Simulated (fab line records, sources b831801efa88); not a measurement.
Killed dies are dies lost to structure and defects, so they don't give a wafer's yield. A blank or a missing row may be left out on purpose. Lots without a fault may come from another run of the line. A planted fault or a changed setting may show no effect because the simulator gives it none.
fab line records | flow gf180mcu
record lots=12 wafers=36 last_day=34
route steps=602 shown STI@15 LVPWELL@65 MVPSD@88 VT_IMPLANT@114
lots that met no fault: from a run of the same line without faults
start_h: hours from the record's first day to the start of the lot's first wafer shown | wait_h: hours since the lot's step before | " the same as in the row above | L1.1+2: a row that stands for several wafers | - no value, or no start given | * or withheld: withheld | < > ~ a bound
route shown NAME@n: a module of which the file shows steps, and the number in the route of the first | usual: mean/standard deviation of fault-free wafers | same: alike in all rows | chamber/n: place in a boat | sites: the reading at each site | _std_site: their standard deviation | _edge_site: outer sites' mean less inner sites' | radius_mm: how far each site lies from the wafer's centre | mask NAME#n: copy n | behind: the tool/chamber that last shaped the wafer | hold: why the lot was held/for how many hours/how that ended | device: the transistor (n, p or np) that didn't switch | end of line: the same wafers' tests at the end of the route | a step without rows: its recipe alone | killed: dies lost to structure and defects at the first sort, not the wafer's yield | map: a wafer's dies, x killed, . not, _ none there
set.NAME: the setting as run; set.NAME@STEP: as run at that earlier step | model.NAME: the simulator's own value behind a step, which no gauge read
steps of the route over a sample of lots; a table a step, a row a wafer
services: from which hour (start_h, from the record's first day; less than 0 if before it) a tool's chamber was out of use, for how many hours, and why
## steps
# step GF_STI_ETCH_14
# recipe target=Si chemistry=HBr/Cl2/O2 target_depth_nm=360 icp_w=600 bias_w=150 pressure_mtorr=15 HBr_flow_sccm=150 Cl2_flow_sccm=40 O2_flow_sccm=6 time_s=102.9
# usual bias_w=150.0/0.48 drypump_motor_current_A=5.7/0.35 oes_product_au=0.998/0.0088 throttle_valve_pct=25.658/0.0098
# columns lot.wafer tool chamber start_h wait_h bias_w drypump_motor_current_A oes_product_au rf_hours_counter_h throttle_valve_pct
L340.1 rie_si-01 3 27.78 0.0 149.9 6.0 0.996 26 25.668
L340.3 " 1 " " 149.7 5.6 0.993 9 25.667
L340.4 " 0 " " 150.0 6.0 0.982 16 25.654
L349.2 rie_si-01 0 77.77 0.0 149.5 6.0 0.985 17 25.666
L349.4 " 1 " " 150.0 5.6 0.999 9 25.650
L349.5 " 1 " " 149.5 5.6 0.995 - 25.660
L350.4 rie_si-01 0 79.71 0.0 149.9 6.0 0.984 17 25.669
L350.5 " 3 " " 150.0 6.0 0.996 - 25.654
L350.6 " 2 " " 150.4 5.5 0.992 - 25.649
L351.3 rie_si-01 3 83.87 0.0 149.9 6.0 0.993 27 25.659
L351.4 " 2 " " 150.5 5.5 0.994 - 25.670
L351.6 " 1 " " 150.0 5.6 0.997 - 25.656
L353.2 rie_si-01 3 92.35 0.1 150.0 6.0 0.998 27 25.664
L353.3 " 1 " " 150.2 5.6 1.005 9 25.655
L353.4 " 0 " " 150.6 6.0 0.995 17 25.660
L354.4 rie_si-02 1 99.32 0.0 150.1 5.2 1.014 2 25.644
L354.5 " 1 " " 149.7 5.2 1.001 - 25.663
L354.6 " 0 " " 149.1 5.5 0.986 - 25.667
L356.1 rie_si-02 1 108.42 0.0 150.6 5.2 1.016 2 25.649
L356.2 " 0 " " 151.2 5.5 0.994 11 25.657
L356.6 " 3 " " 150.4 6.3 1.002 - 25.662
L357.2 rie_si-01 2 113.66 0.0 150.6 5.5 0.998 70 25.643
L357.4 " 1 " " 149.5 5.6 0.992 10 25.671
L357.5 " 2 " " 150.6 5.4 0.990 - 25.648
L359.4 rie_si-02 0 124.02 0.0 150.6 5.5 0.998 11 25.645
L359.5 " 3 " " 150.5 6.3 0.998 - 25.635
L359.6 " 2 " " 149.9 5.8 1.010 - 25.658
L361.4 rie_si-01 3 134.31 0.0 149.7 6.1 0.996 27 25.654
L361.5 " 3 " " 149.5 6.1 0.999 - 25.642
L361.6 " 2 " " 150.0 5.4 0.996 - 25.656
L362.4 rie_si-01 3 139.56 0.0 149.3 6.0 1.004 27 25.645
L362.5 " 3 " " 149.9 6.0 1.012 - 25.652
L362.6 " 0 " " 150.0 6.0 0.986 - 25.675
L363.2 rie_si-01 3 143.92 0.0 150.5 6.0 0.990 27 25.667
L363.3 " 2 " " 150.7 5.5 0.995 70 25.658
L363.4 " 3 " " 150.6 6.0 1.009 - 25.660
# step GF_LVPWELL_TW_MEAS_11
# usual LVPWELL_TW=560/3.2
# columns lot.wafer tool chamber start_h wait_h LVPWELL_TW
L340.1 film_metro-03 - 70.12 0.1 561
L340.3 " - " " 560
L340.4 " - " " 560
L349.2 film_metro-01 - 127.11 0.1 562
L349.4 " - " " 559
L349.5 " - " " 558
L350.4 film_metro-03 - 129.78 0.1 561
L350.5 " - " " 561
L350.6 " - " " 563
L351.3 film_metro-01 - 132.57 0.1 560
L351.4 " - " " 559
L351.6 " - " " 557
L353.2 film_metro-04 - 143.31 0.1 553
L353.3 " - " " 555
L353.4 " - " " 556
L354.4 film_metro-01 - 150.63 0.1 561
L354.5 " - " " 561
L354.6 " - " " 558
L356.1 film_metro-01 - 160.20 0.1 562
L356.2 " - " " 560
L356.6 " - " " 561
L357.2 film_metro-04 - 165.81 0.1 558
L357.4 " - " " 555
L357.5 " - " " 556
L359.4 film_metro-04 - 177.48 0.1 557
L359.5 " - " " 556
L359.6 " - " " 553
L361.4 film_metro-03 - 186.88 0.1 560
L361.5 " - " " 561
L361.6 " - " " 563
L362.4 film_metro-04 - 195.03 0.1 560
L362.5 " - " " 557
L362.6 " - " " 557
L363.2 film_metro-04 - 197.96 0.1 556
L363.3 " - " " 557
L363.4 " - " " 560
# step GF_MVPSD_STRIP_10
# recipe chemistry=O2/N2 power_w=1400 pressure_mtorr=1500 platen_temp_c=250 o2_flow_sccm=3000 n2_flow_sccm=300 overash_fraction=0.5
# usual drypump_motor_current_A=5.6/0.31 heater_power_w=332/23 o2_flow_sccm=3002/9.3 oes_product_au=0.722/0.0043 strip_time_to_endpoint_s=36.97/0.099
# columns lot.wafer tool chamber start_h wait_h drypump_motor_current_A heater_power_w o2_flow_sccm oes_product_au rf_hours_counter_h strip_time_to_endpoint_s
L340.1 plasma_asher-02 0 99.11 0.1 5.7 323 3017 0.723 46 37.01
L340.3 " 0 " " 5.7 327 3004 0.720 - 36.97
L340.4 " 1 " " 5.8 310 3008 0.729 - 37.05
L349.2 plasma_asher-04 1 159.26 0.1 5.2 328 3010 0.717 36 36.95
L349.4 " 0 " " 5.7 358 2996 0.723 - 36.93
L349.5 " 1 " " 5.2 316 3014 0.716 - 36.90
L350.4 plasma_asher-04 0 160.85 0.1 5.7 353 3008 0.729 - 36.97
L350.5 " 0 " " 5.8 356 3002 0.724 - 36.95
L350.6 " 1 " " 5.2 328 3012 0.718 - 36.98
L351.3 plasma_asher-02 0 164.99 0.1 5.7 330 2998 0.720 - 37.08
L351.4 " 1 " " 5.8 336 3000 0.722 - 36.99
L351.6 " 1 " " 5.8 328 3005 0.713 - 36.97
L353.2 plasma_asher-02 0 175.31 0.1 5.7 317 2990 0.718 6 36.88
L353.3 " 0 " " 5.7 317 2999 0.721 - 36.88
L353.4 " 1 " " 5.8 335 3002 0.722 - 36.84
L354.4 plasma_asher-02 1 183.14 0.1 5.9 334 2999 0.720 - 36.91
L354.5 " 0 " " 5.7 313 3020 0.719 - 36.98
L354.6 " 1 " " 5.9 320 2998 0.728 - 36.98
L356.1 plasma_asher-04 0 194.61 0.1 5.7 349 2988 0.725 39 36.86
L356.2 " 1 " " 5.2 338 2998 0.726 39 36.77
L356.6 " 0 " " 5.7 358 2995 0.724 - 36.79
L357.2 plasma_asher-04 1 199.86 0.1 5.2 328 2992 0.722 40 37.06
L357.4 " 1 " " 5.2 324 2999 0.723 - 37.04
L357.5 " 0 " " 5.7 360 2989 0.725 - 36.99
L359.4 plasma_asher-04 0 213.45 0.1 5.7 356 2985 0.724 - 37.12
L359.5 " 0 " " 5.7 364 2995 0.719 - 37.14
L359.6 " 1 " " 5.2 330 3003 0.717 - 36.96
L361.4 plasma_asher-02 1 221.48 0.1 5.9 329 3015 0.722 - 37.18
L361.5 " 1 " " 5.8 335 3007 0.728 - 37.02
L361.6 " 0 " " 5.7 311 2996 0.724 - 36.98
L362.4 plasma_asher-04 0 230.28 0.1 5.7 349 3005 0.719 - 37.03
L362.5 " 1 " " 5.2 327 3003 0.727 - 37.06
L362.6 " 0 " " 5.7 353 3004 0.728 - 37.17
L363.2 plasma_asher-04 1 234.22 0.1 5.2 330 2994 0.715 43 37.04
L363.3 " 1 " " 5.2 329 2991 0.721 - 37.00
L363.4 " 0 " " 5.7 358 3017 0.725 - 36.89
# step GF_VT_IMPLANT_COAT_24
# recipe resist=NOVOLAK spin_rpm=3000 resist_thk_nm=1000
# usual spin_speed_rpm=2999.5/1.9
# columns lot.wafer tool chamber start_h wait_h spin_speed_rpm
L340.1 litho_track-04 0 136.66 0.1 2996.5
L340.3 " 0 " " 2997.3
L340.4 " 0 " " 2997.4
L349.2 litho_track-04 0 201.09 0.1 2843.3
L349.4 " 0 " " 2846.8
L349.5 " 0 " " 2849.8
L350.4 litho_track-04 0 204.24 0.1 2847.4
L350.5 " 0 " " 2843.8
L350.6 " 0 " " 2846.2
L351.3 litho_track-04 0 207.01 0.1 2847.0
L351.4 " 0 " " 2844.5
L351.6 " 0 " " 2845.7
L353.2 litho_track-03 0 217.16 0.1 2999.8
L353.3 " 0 " " 2998.5
L353.4 " 0 " " 3002.7
L354.4 litho_track-03 0 227.31 0.1 2999.7
L354.5 " 0 " " 2997.4
L354.6 " 0 " " 3000.3
L356.1 litho_track-01 0 238.52 0.1 3000.6
L356.2 " 0 " " 3000.5
L356.6 " 0 " " 2998.3
L357.2 litho_track-03 0 244.51 0.1 3001.8
L357.4 " 0 " " 2998.4
L357.5 " 0 " " 3000.0
L359.4 litho_track-03 0 258.71 0.1 3002.7
L359.5 " 0 " " 2998.4
L359.6 " 0 " " 3000.6
L361.4 litho_track-03 0 268.11 0.1 3000.2
L361.5 " 0 " " 2996.9
L361.6 " 0 " " 3000.3
L362.4 litho_track-03 0 276.91 0.1 2998.3
L362.5 " 0 " " 3000.1
L362.6 " 0 " " 3003.1
L363.2 litho_track-03 0 282.86 0.1 2999.8
L363.3 " 0 " " 3000.3
L363.4 " 0 " " 3000.6
# step GF_VT_IMPLANT_STRIP_31
# recipe chemistry=O2/N2 power_w=1400 pressure_mtorr=1500 platen_temp_c=250 o2_flow_sccm=3000 n2_flow_sccm=300 overash_fraction=0.5
# usual drypump_motor_current_A=5.79/0.27 heater_power_w=333/35 o2_flow_sccm=3003/8.4 oes_product_au=0.716/0.0046 strip_time_to_endpoint_s=12.615/0.028
# columns lot.wafer tool chamber start_h wait_h drypump_motor_current_A heater_power_w o2_flow_sccm oes_product_au rf_hours_counter_h strip_time_to_endpoint_s
L340.1 plasma_asher-03 0 144.56 0.1 5.68 391 3012 0.717 47 12.636
L340.3 " 0 " " 5.68 385 3011 0.717 - 12.680
L340.4 " 1 " " 5.63 352 2995 0.718 - 12.616
L349.2 plasma_asher-01 0 210.36 0.1 5.54 274 2999 0.714 58 12.878
L349.4 " 1 " " 6.27 354 2995 0.716 - 12.878
L349.5 " 0 " " 5.54 279 3008 0.716 - 12.880
L350.4 plasma_asher-02 0 213.60 0.1 5.67 324 2995 0.720 - 12.877
L350.5 " 0 " " 5.66 314 2996 0.714 - 12.875
L350.6 " 1 " " 5.83 323 3011 0.716 - 12.869
L351.3 plasma_asher-02 1 216.39 0.1 5.81 325 2998 0.710 - 12.903
L351.4 " 0 " " 5.66 322 3009 0.710 - 12.858
L351.6 " 1 " " 5.85 327 3002 0.707 - 12.884
L353.2 plasma_asher-03 1 226.56 0.1 5.66 358 3002 0.714 55 12.552
L353.3 " 1 " " 5.65 356 3003 0.717 - 12.621
L353.4 " 0 " " 5.68 404 2977 0.709 - 12.592
L354.4 plasma_asher-01 0 236.19 0.1 5.54 276 2996 0.725 - 12.627
L354.5 " 1 " " 6.29 357 2997 0.711 - 12.615
L354.6 " 0 " " 5.52 280 2997 0.719 - 12.595
L356.1 plasma_asher-03 0 248.51 0.1 5.69 385 3008 0.721 57 12.605
L356.2 " 1 " " 5.65 362 3002 0.719 57 12.592
L356.6 " 0 " " 5.69 384 3003 0.709 - 12.580
L357.2 plasma_asher-01 1 254.17 0.1 6.28 354 2997 0.718 63 12.546
L357.4 " 1 " " 6.28 354 2996 0.718 - 12.595
L357.5 " 0 " " 5.49 286 3012 0.720 - 12.572
L359.4 plasma_asher-01 1 268.85 0.1 6.28 356 3002 0.713 - 12.595
L359.5 " 0 " " 5.53 278 2997 0.719 - 12.547
L359.6 " 1 " " 6.27 350 3008 0.722 - 12.620
L361.4 plasma_asher-02 0 278.14 0.1 5.66 315 2998 0.719 - 12.577
L361.5 " 1 " " 5.85 322 3000 0.713 - 12.573
L361.6 " 0 " " 5.66 316 2988 0.715 - 12.587
L362.4 plasma_asher-02 1 286.75 0.1 5.88 332 2986 0.716 - 12.655
L362.5 " 0 " " 5.68 308 2998 0.714 - 12.632
L362.6 " 1 " " 5.89 333 3000 0.720 - 12.596
L363.2 plasma_asher-01 0 293.05 0.1 5.50 277 3008 0.716 67 12.622
L363.3 " 0 " " 5.53 276 3010 0.726 - 12.662
L363.4 " 1 " " 6.27 360 2999 0.718 - 12.579
## services
# columns tool chamber start_h hours kind
plasma_asher-01 - 54.04 14.6 pm
rie_si-02 - 70.37 0.3 repair
rie_si-01 0 82.11 8.6 repair
plasma_asher-02 - 89.95 4.3 pm
plasma_asher-02 - 108.75 9.0 pm
plasma_asher-02 0 108.75 9.0 vent_cycle
plasma_asher-02 1 108.75 9.0 vent_cycle
rie_si-01 1 114.08 7.8 repair
plasma_asher-02 0 117.75 - clean
plasma_asher-02 1 117.75 - clean
rie_si-02 - 120.89 2.8 pm
plasma_asher-04 - 123.74 0.7 repair
rie_si-01 1 142.79 10.6 repair
rie_si-01 - 213.14 2.8 pm
rie_si-02 1 227.80 39.7 repair
plasma_asher-03 - 283.32 1.3 repair
plasma_asher-03 - 289.55 2.9 repair
## key
first_sign step=GF_VT_IMPLANT_COAT_24 reading=spin_speed_rpm direction=down sigmas=81 usual=* struck=*
effect step=GF_VT_IMPLANT_STRIP_31 reading=strip_time_to_endpoint_s direction=up sigmas=9.4 usual=* struck=*
met_at GF_VT_IMPLANT_COAT_24
struck_lots L349,L350,L351
tester_left_out L349,L350,L351
not_acting_at GF_STI_ETCH_14,GF_LVPWELL_TW_MEAS_11,GF_MVPSD_STRIP_10
onset_between 136.66 201.09
fault kind=process_parameter_drift tool=litho_track-04 chamber=- onset_h=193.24 steps=GF_VT_IMPLANT_COAT_24 channel=spin_rpm offset=* shape=step end_h=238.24 acts_in=* stated=*
# tester_left_out: of these lots the tester's yield and bins aren't shown, on N5 and GAA mostly nor the transistor test; their killed dies are dies lost to structure and defects alone, not to doping, threshold or leakage, so they don't give the yield
